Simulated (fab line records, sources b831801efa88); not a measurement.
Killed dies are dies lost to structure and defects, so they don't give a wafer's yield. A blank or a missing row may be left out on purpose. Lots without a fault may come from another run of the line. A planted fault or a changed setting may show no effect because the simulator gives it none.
A struck lot beside a sound one | flow sfq_line | 41 steps out of a route of 325
Sound: wafers L592.1, L592.2, L592.6. Struck: wafers L584.1, L584.3, L584.5. The cause comes at the end.
At each step with rows: each side's tool, then ch and its chambers, then its first start. Under that, the readings that differ: sound wafers | struck wafers | difference of the means | sigmas: that difference in standard deviations of wafers without a fault.
alike: readings whose means differ by less than 2 such deviations, and words and numbers that are the same on both sides. not compared: withheld readings, readings that some wafer has no value for, bounds like >300 that may hide the same value, and numbers for which the record gives no deviation and whose values overlap.
The two part at a step that has a row with sigmas, a row that says differs or no value, or rows on one side only. Numbers that don't overlap but have no deviation are shown without sigmas and don't part them. A reading that every wafer of one side lacks parts them only if that side has two wafers or more.

SFQ_L0V_OVL_MEAS_903:
  sound on overlay-02, day 12 14:58; struck on overlay-01, day 10 06:26
  alike: L0V_OVL
SFQ_TRILAYER_L0_VIA_BARC_OPEN_VIA_ETCH_021: etches BARC in O2, target depth 125 nm, time 41.7 s.
  sound on rie_diel-03 ch 1,3, day 12 15:00; struck on rie_diel-02 ch 0,1, day 10 06:28
  alike: drypump_motor_current_A, oes_product_au, rf_fwd_power_W
  not compared: rf_hours_counter_h
then, 1 step without rows for these wafers: SFQ_TRILAYER_L0_VIA_ETCH_VIA_ETCH_016 (etches SiO2 in CHF3, stops on MoNx KI, target depth 80 nm).
SFQ_TRILAYER_L0_VIA_STRIP_STRIP_017: strips in O2.
  sound on rie_metal-01 ch 0,1, day 12 15:05; struck on rie_metal-03 ch 0,1, day 10 06:34
  alike: drypump_motor_current_A, oes_product_au
  not compared: rf_hours_counter_h
then, 3 steps without rows for these wafers: SFQ_TRILAYER_L0_VIA_STRIP_SOLV_CLEAN_018 (cleans in NMP, time 600 s); SFQ_TRILAYER_M0_DEP_PRE_CLEAN_020 (time 15 s); SFQ_TRILAYER_M0_DEP_SPUTTER_019 (material Nb, target thk 200 nm, time 133.3 s).
SFQ_M0_RS_MEAS_904: measures by four-point-probe.
  sound on film_metro-02, day 12 15:58; struck on film_metro-02, day 10 07:27
  alike: M0_NB_RS
then, 3 steps without rows for these wafers: SFQ_TRILAYER_M0_LITHO_COAT_026 (resist thk 62 nm); SFQ_TRILAYER_M0_LITHO_COAT_021 (resist thk 600 nm); SFQ_TRILAYER_M0_LITHO_SOFTBAKE_025.
-- the record jumps here: 5 days lie between the struck wafers' starts before and after --
SFQ_TRILAYER_M0_LITHO_EXPOSE_022: exposes mask M0, target cd 500 nm.
  sound on krf_scanner-02 ch 0, day 18 03:02; struck on krf_scanner-02 ch 0, day 15 06:23
  alike: mask
then, 2 steps without rows for these wafers: SFQ_TRILAYER_M0_LITHO_PEB_024 (peb time 60 s); SFQ_TRILAYER_M0_LITHO_DEVELOP_023 (time 60 s).
SFQ_M0_OVL_MEAS_906:
  sound on overlay-01, day 18 04:32; struck on overlay-02, day 15 07:53
  alike: M0_OVL
SFQ_TRILAYER_M0_BARC_OPEN_METAL_ETCH_031: etches BARC in O2, target depth 125 nm, time 41.7 s.
  sound on rie_metal-03 ch 0, day 18 04:34; struck on rie_metal-01 ch 0,1, day 15 07:55
  reading             | sound             | struck          | difference | sigmas
  model.M0.cd_nm (nm) | 500.3 501.6 500.1 | 486 490.3 479.5 | -15        |
  alike: drypump_motor_current_A, oes_product_au, rf_fwd_power_W
  not compared: rf_hours_counter_h
SFQ_TRILAYER_M0_ETCH_METAL_ETCH_024: etches Nb in Cl2/Ar, stops on SiO2, target depth 240 nm, time 120 s.
  sound on rie_metal-03 ch 0, day 18 04:41; struck on rie_metal-01 ch 0,1, day 15 07:59
  reading             | sound           | struck            | difference | sigmas
  model.M0.cd_nm (nm) | 499.6 500.6 500 | 485.5 490.6 479.5 | -14.9      |
  alike: drypump_motor_current_A, oes_product_au, rf_fwd_power_W
  not compared: rf_hours_counter_h
then, 4 steps without rows for these wafers: SFQ_TRILAYER_M0_STRIP_STRIP_025 (strips in O2); SFQ_TRILAYER_M0_STRIP_SOLV_CLEAN_026 (cleans in NMP, time 600 s); SFQ_TRILAYER_I0_DEP_PECVD_027 (deposits SiO2 from SiH4/N2O, time 111.11 s, target thk 500 nm); SFQ_TRILAYER_I0_CMP_CMP_028 (polishes SiO2).
SFQ_I0_BOW_MEAS_907:
  sound on film_metro-01, day 18 09:26; struck on film_metro-04, day 15 12:00
  alike: I0_BOW
SFQ_TRILAYER_I0_METRO_MEASURE_029:
  sound on film_metro-01, day 18 09:33; struck on film_metro-04, day 15 12:07
  alike: thk_nm
then, 6 steps without rows for these wafers: SFQ_TRILAYER_I0_VIA_LITHO_COAT_036 (resist thk 62 nm); SFQ_TRILAYER_I0_VIA_LITHO_COAT_031 (resist thk 650 nm); SFQ_TRILAYER_I0_VIA_LITHO_SOFTBAKE_035; SFQ_TRILAYER_I0_VIA_LITHO_EXPOSE_032 (exposes mask I0, target cd 500 nm); SFQ_TRILAYER_I0_VIA_LITHO_PEB_034 (peb time 60 s); SFQ_TRILAYER_I0_VIA_LITHO_DEVELOP_033 (time 60 s).
-- the record jumps here: 6 days lie between the struck wafers' starts before and after --
SFQ_I0_OVL_MEAS_908:
  sound on overlay-02, day 25 11:47; struck on overlay-02, day 21 16:15
  alike: I0_OVL
SFQ_TRILAYER_I0_VIA_BARC_OPEN_VIA_ETCH_046: etches BARC in O2, target depth 125 nm, time 41.7 s.
  sound on rie_diel-04 ch 0,1,2, day 25 11:49; struck on rie_diel-01 ch 0,1,2, day 21 16:17
  alike: drypump_motor_current_A, oes_product_au, rf_fwd_power_W
  not compared: rf_hours_counter_h
then, 4 steps without rows for these wafers: SFQ_TRILAYER_I0_VIA_ETCH_VIA_ETCH_034 (etches SiO2 in CHF3, stops on Nb, target depth 260 nm); SFQ_TRILAYER_I0_VIA_STRIP_STRIP_035 (strips in O2); SFQ_TRILAYER_I0_VIA_STRIP_SOLV_CLEAN_036 (cleans in NMP, time 600 s); SFQ_TRILAYER_M1_DEP_PRE_CLEAN_038 (time 22.5 s).
SFQ_TRILAYER_M1_DEP_SPUTTER_037: material Nb, target thk 200 nm, time 133.3 s.
  sound on pvd_sputter-03, day 25 12:47; struck on pvd_sputter-06, day 21 17:15
  alike: throttle_valve_pct
SFQ_M1_RS_MEAS_909: measures by four-point-probe.
  sound on film_metro-01, day 25 12:53; struck on film_metro-02, day 21 17:20
  alike: M1_NB_RS
then, 3 steps without rows for these wafers: SFQ_TRILAYER_M1_LITHO_COAT_044 (resist thk 62 nm); SFQ_TRILAYER_M1_LITHO_COAT_039 (resist thk 600 nm); SFQ_TRILAYER_M1_LITHO_SOFTBAKE_043.
-- the record jumps here: 63 days lie between the struck wafers' starts before and after --
SFQ_M8_BOW_MEAS_951:
  sound on film_metro-01, day 88 02:32; struck on film_metro-01, day 85 02:36
  reading               | sound             | struck            | difference | sigmas
  M8_BOW (um)           | 39 46 26          | 8 12 -6           | -32        | -3
  model.etest.m0.ohm_um | 1.784 1.761 1.789 | 1.847 1.848 1.892 | +0.084     |

WHERE THEY PART
Only at SFQ_M8_BOW_MEAS_951, within this record.

WHY: what the simulator had put in
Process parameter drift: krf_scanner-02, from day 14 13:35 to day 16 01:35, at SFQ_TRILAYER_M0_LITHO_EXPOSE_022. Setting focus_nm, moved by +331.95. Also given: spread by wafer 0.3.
